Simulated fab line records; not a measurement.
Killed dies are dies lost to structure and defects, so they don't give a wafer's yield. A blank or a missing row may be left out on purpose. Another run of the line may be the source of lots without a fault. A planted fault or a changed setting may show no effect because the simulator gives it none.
Struck lot and sound lot, side by side -- flow sky130 -- 15 steps out of a route of 708
Sound: wafers L673.2, L673.3, L673.5. Struck: wafer L666.4. (L666.1, L666.5 of the same lot were not struck and are left out.) The cause comes at the end.
Order at every step that has rows: each side's tool, ch and its chambers, its first start. Under that, the readings that differ: sound wafers -- struck wafers -- difference of the means -- sigmas: that difference in standard deviations of wafers without a fault.
alike: same words and numbers on both sides, and readings whose means sit less than 2 such deviations apart. not compared: any withheld reading, any reading some wafer has no value for, any bound like >300 that may hide the same value, and any number with overlapping values for which the record gives no deviation.
The two part at a step that has a row with sigmas, a row that says differs or no value, or rows on one side only. Numbers that have no deviation but don't overlap get no sigmas and don't part them. A reading that every wafer of one side lacks parts them only if that side has two wafers or more.

first, 3 steps without rows for these wafers: SKY_METAL1_EXPOSE_12 (exposes mask MM1, target cd 140 nm); SKY_METAL1_PEB_13; SKY_METAL1_DEVELOP_14 (develop time 60 s).
SKY_METAL1_CD_MEAS_15: target cd 140 nm.
  sound: cd-sem-01 at day 38 06:56; struck: cd-sem-01 at day 36 00:03
  alike: cd-nm
SKY_METAL1_OVL_MEAS_16:
  sound: overlay-02 at day 38 07:03; struck: overlay-01 at day 36 00:10
  alike: METAL1_OVL
SKY_METAL1_DESCUM_17: chemistry O2, time 8 s.
  sound on rie-metal-04 ch 1, day 38 07:05; struck on rie-metal-04 ch 0, day 36 00:12
reading,sound,struck,difference,sigmas
drypump-motor-current-A (A),5.3 5.3 5.3,6.2,+0.9,+2
  alike: chamber-pressure-mTorr, oes-product-au
  not compared: rf-hours-counter-h
SKY_METAL1_ETCH_18: etches BARC in N2/H2, stops on SiO2, time 45.9 s, target depth 60 nm.
  sound on rie-metal-04 ch 1, day 38 07:07; struck on rie-metal-04 ch 0, day 36 00:14
reading,sound,struck,difference,sigmas
drypump-motor-current-A (A),5.3 5.4 5.4,6.2,+0.8,+2
  alike: chamber-pressure-mTorr, oes-product-au, throttle-valve-pct
  not compared: rf-hours-counter-h
SKY_METAL1_METAL_ETCH_19: etches the open film in Cl2/BCl3, stops on SiO2, target depth 360 nm, time 78 s.
  sound on rie-metal-04 ch 1, day 38 07:10; struck on rie-metal-04 ch 0, day 36 00:18
reading,sound,struck,difference,sigmas
drypump-motor-current-A (A),5.3 5.3 5.3,6.2,+0.9,+2
  alike: chamber-pressure-mTorr, oes-product-au, throttle-valve-pct
  not compared: rf-hours-counter-h
SKY_METAL1_STRIP_20: strips in O2/N2.
  sound on plasma-asher-02 ch 0,1, day 38 07:16; struck on plasma-asher-04 ch 1, day 36 00:23
reading,sound,struck,difference,sigmas
chamber-pressure-mTorr (mTorr),1501.6 1500.6 1501.2,1498.3,-2.8,-2
  alike: drypump-motor-current-A, oes-product-au, strip-time-to-endpoint-s
  not compared: rf-hours-counter-h
then, 3 steps without rows for these wafers: SKY_METAL1_STRIP_21 (strips in post etch residue remover, time 1200 s); SKY_METAL1_CLEAN_22 (cleans in IPA, time 180 s); SKY_METAL1_CLEAN_23 (cleans in O3/DIW).
SKY_VIA1_HDPCVD_00: deposits SiO2, target thk 1030 nm, time 171.7 s.
  sound on hdpcvd-01 ch 0,1, day 38 07:51; struck on hdpcvd-02 ch 0, day 36 00:59
reading,sound,struck,difference,sigmas
model.SiO2_of_VIA1_HDPCVD_00.thk-nm (nm),1026 1021 1022,788.7,-234.3,
SKY_VIA1_THK_MEAS_01:
  sound: film-metro-01 at day 38 07:59; struck: film-metro-01 at day 36 01:06
reading,sound,struck,difference,sigmas
VIA1_HDPCVD_THK (nm),1026 1021 1023,788,-235,-25
SKY_VIA1_CMP_02: polishes SiO2.
  sound on cmp-02 ch 1,2, day 38 08:02; struck on cmp-02 ch 0, day 36 01:22
reading,sound,struck,difference,sigmas
retaining-ring-pressure-frac,0.993 0.989 1.004,1.009,+0.014,+3
  alike: head-pressure-psi, motor-current-A

## WHERE THEY PART
First at SKY_METAL1_DESCUM_17; last, within this record, at SKY_VIA1_CMP_02.

WHY: what the simulator had put in
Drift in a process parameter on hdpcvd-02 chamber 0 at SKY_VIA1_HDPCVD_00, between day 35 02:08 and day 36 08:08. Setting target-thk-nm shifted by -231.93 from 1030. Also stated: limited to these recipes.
